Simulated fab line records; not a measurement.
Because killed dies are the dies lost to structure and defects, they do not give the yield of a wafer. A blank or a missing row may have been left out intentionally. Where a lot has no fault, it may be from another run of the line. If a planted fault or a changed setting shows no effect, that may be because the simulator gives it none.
The same fault as seen by 2 desks | flow gf180mcu | each desk has only its own numbers; what lay behind them comes last

== METROLOGY DESK ==
Lot by lot, what the gauges showed, no matter which tool ran the lot: averages of those sampled wafers that carry a number. A lot is out of limits, marked OUT, if its mean lies more than 4 standard deviations from the usual mean; the brackets give that distance.
Columns: A = HV_LDD_TW at GF_HV_LDD_TW_MEAS_11, usual 2448; B = PSD_TW at GF_PSD_TW_MEAS_11, usual 3217; C = NSD_RS at GF_PSD_RS_MEAS_14, usual 46.17 ohm/sq
lot  | first seen here | A    | B    | C
L321 | day 10 04:15    | 2490 | 3212 | 46.02
L323 | day 10 20:37    | 2443 | 3256 | 46.22
L324 | day 11 03:07    | 2427 | 3250 | 46.06
L328 | day 12 15:25    | 2458 | 3267 | 48.20 (+24) OUT
L329 | day 12 19:07    | 2472 | 3179 | 48.12 (+23) OUT
L333 | day 14 01:04    | 2426 | 3249 | 46.16
L334 | day 14 08:01    | 2423 | 3246 | 46.11
L337 | day 15 10:16    | 2470 | 3201 | 46.23
L338 | day 15 22:50    | 2423 | 3244 | 46.19
L339 | day 15 23:20    | 2424 | 3178 | 46.11
L341 | day 16 14:43    | 2431 | 3179 | 46.20
L342 | day 17 02:50    | 2464 | 3214 | 46.17
Finding of this desk: L328, L329 out of limits, first seen on L328 at day 17 04:22 (NSD_RS at GF_PSD_RS_MEAS_14). In limits: L321, L323, L324, L333, L334, L337, L338, L339, L341, L342.

== AT THE TOOL OWNER'S DESK: implanter-01 ==
GF_NSD_IMPLANT_10, tool's own readings: per-lot mean of the sampled wafers with a number, covering each lot this tool ran. A lot is out of limits, marked OUT, if its mean lies more than 4 standard deviations from the usual mean; the brackets give that distance.
Columns: A = beamOnS at GF_NSD_IMPLANT_10, usual 9.99 s
lot  | first seen here | A
L321 | day 13 12:50    | 10.09
L328 | day 16 05:05    | 10.12
L329 | day 16 08:59    | 9.93
L339 | day 20 01:16    | 10.04
L341 | day 20 18:01    | 10.12
L342 | day 21 07:23    | 10.24
Result from this desk: across the 6 lots, nothing is out of limits.

== ALL TOGETHER ==
On L328, L329, the metrology desk was in a position to raise an alarm at day 17 04:22.
Nothing out of limits was seen by the tool owner's desk.
The tool owner's desk has L328, L329 on record, within its limits.
Of the lots named, all ran GF_NSD_IMPLANT_10 on implanter-01.

== WHAT THE SIMULATOR HAD PUT IN ==
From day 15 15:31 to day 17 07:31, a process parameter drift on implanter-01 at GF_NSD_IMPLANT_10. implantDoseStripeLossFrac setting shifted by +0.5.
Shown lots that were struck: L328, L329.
Per desk, hours elapsed from the start of the fault to the first reading out of limits: for the metrology desk, 37.
